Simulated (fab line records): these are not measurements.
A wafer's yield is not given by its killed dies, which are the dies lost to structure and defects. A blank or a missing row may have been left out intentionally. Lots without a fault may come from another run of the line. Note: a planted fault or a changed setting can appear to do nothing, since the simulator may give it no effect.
A lot that was struck, set against a sound lot || flow gf180mcu || 15 out of 602 route steps
Sound: wafers L961.2, L961.4, L961.6. Wafers struck: L975.1, L975.2, L975.3. Last of all comes the cause.
At each step with rows: each side's tool, then ch and its chambers, then its first start. Under that, the readings that differ: sound wafers || struck wafers || difference of the means || sigmas: that difference in standard deviations of wafers without a fault.
alike: readings whose means differ by less than 2 such deviations, and words and numbers that are the same on both sides. not compared: withheld readings, readings that some wafer has no value for, bounds like >300 that may hide the same value, and numbers for which the record gives no deviation and whose values overlap.
Wherever a step has rows on one side only, a row that says differs or no value, or a row with sigmas, the two part there. Numbers that have no deviation but don't overlap get no sigmas and don't part them. A reading missing from all wafers of one side parts the sides only when that side holds two or more wafers.

first, 6 steps without rows for these wafers: GF_SAB_HMDS_03 (prime time 60 s); GF_SAB_COAT_04 (resist thk 1000 nm); GF_SAB_SOFTBAKE_05 (time 60 s); GF_SAB_EXPOSE_06 (exposes mask SAB, target cd 420 nm); GF_SAB_PEB_07; GF_SAB_DEVELOP_08 (develop time 60 s).
GF_SAB_CD_MEAS_09 targets a cd of 420 nm.
  sound on cd-sem-01, day 15 11:20; struck on cd-sem-01, day 20 16:34
  alike: cd-nm
GF_SAB_OVL_MEAS_10:
  sound on overlay-01, day 15 11:26; struck on overlay-02, day 20 16:41
  alike: SAB_OVL
GF_SAB_ETCH_11: etches SiO2 in C4F8/O2/Ar, target depth 55 nm, time 8.5 s.
  sound on rie-diel-04 ch 1,3, day 15 11:28; struck on rie-diel-03 ch 0,1,2, day 20 16:43
  alike: bias-w, chamber-pressure-mTorr, oes-product-au
  not compared: rf-hours-counter-h
then, 1 step without rows for these wafers: GF_SAB_WET_ETCH_12 (etches SiO2 in dHF, target depth 22 nm, time 440 s).
GF_SAB_STRIP_13: strips in O2/N2.
  sound on plasma-asher-01 ch 0, day 15 11:38; struck on plasma-asher-04 ch 0,1, day 20 16:54
{"reading": "drypump-motor-current-A (A)", "sound": "6.6 6.6 6.6", "struck": "4.9 5.1 4.9", "difference": -1.6, "sigmas": -3}
  alike: heater-power-w, o2-flow-sccm, oes-product-au, strip-time-to-endpoint-s
  not compared: rf-hours-counter-h
then, 1 step without rows for these wafers: GF_SALICIDE_CLEAN_00 (cleans in SC1/SC2, time 150 s).
GF_SALICIDE_WET_ETCH_01: etches SiO2 in dHF, target depth 5 nm, time 100 s.
  sound on wet-bench-01 ch 1, day 15 11:47; struck on wet-bench-01 ch 3, day 20 17:03
  no value came back on the struck wafers for bath-heat-duty-pct (%), run-length-s (s); on the sound wafers bath-heat-duty-pct (%) reads 8.1 7.9 7.5
{"reading": "model.SiO2_of_SAB_CVD_00.thk-nm (nm)", "sound": "38.2 39.73 39.33", "struck": "49.12 49.11 48.1", "difference": "+9.69", "sigmas": ""}
{"reading": "model.SiO2_of_STI_CVD_23.thk-nm (nm)", "sound": "337.3 338 337.7", "struck": "338.9 340 341.2", "difference": "+2.4", "sigmas": ""}
GF_SALICIDE_SPUTTER_02: material Co, target thk 10 nm, time 20 s.
  sound on pvd-sputter-01, day 15 11:49; struck on pvd-sputter-04, day 20 17:05
  alike: throttle-valve-pct
-- the record jumps here: 13 days lie between the struck wafers' starts before and after (it left off in module SALICIDE and takes up again in module PASSIVATION, whose first step shown is number 602 of the route) --
GF_PASSIVATION_PROBE_99:
  record: rows for the struck wafers here (prober-01, day 33 07:10), none for the sound ones

WHERE THEY PART
Last at GF_PASSIVATION_PROBE_99 as far as this record goes, first at GF_SAB_STRIP_13.

WHY: whatever the simulator had introduced
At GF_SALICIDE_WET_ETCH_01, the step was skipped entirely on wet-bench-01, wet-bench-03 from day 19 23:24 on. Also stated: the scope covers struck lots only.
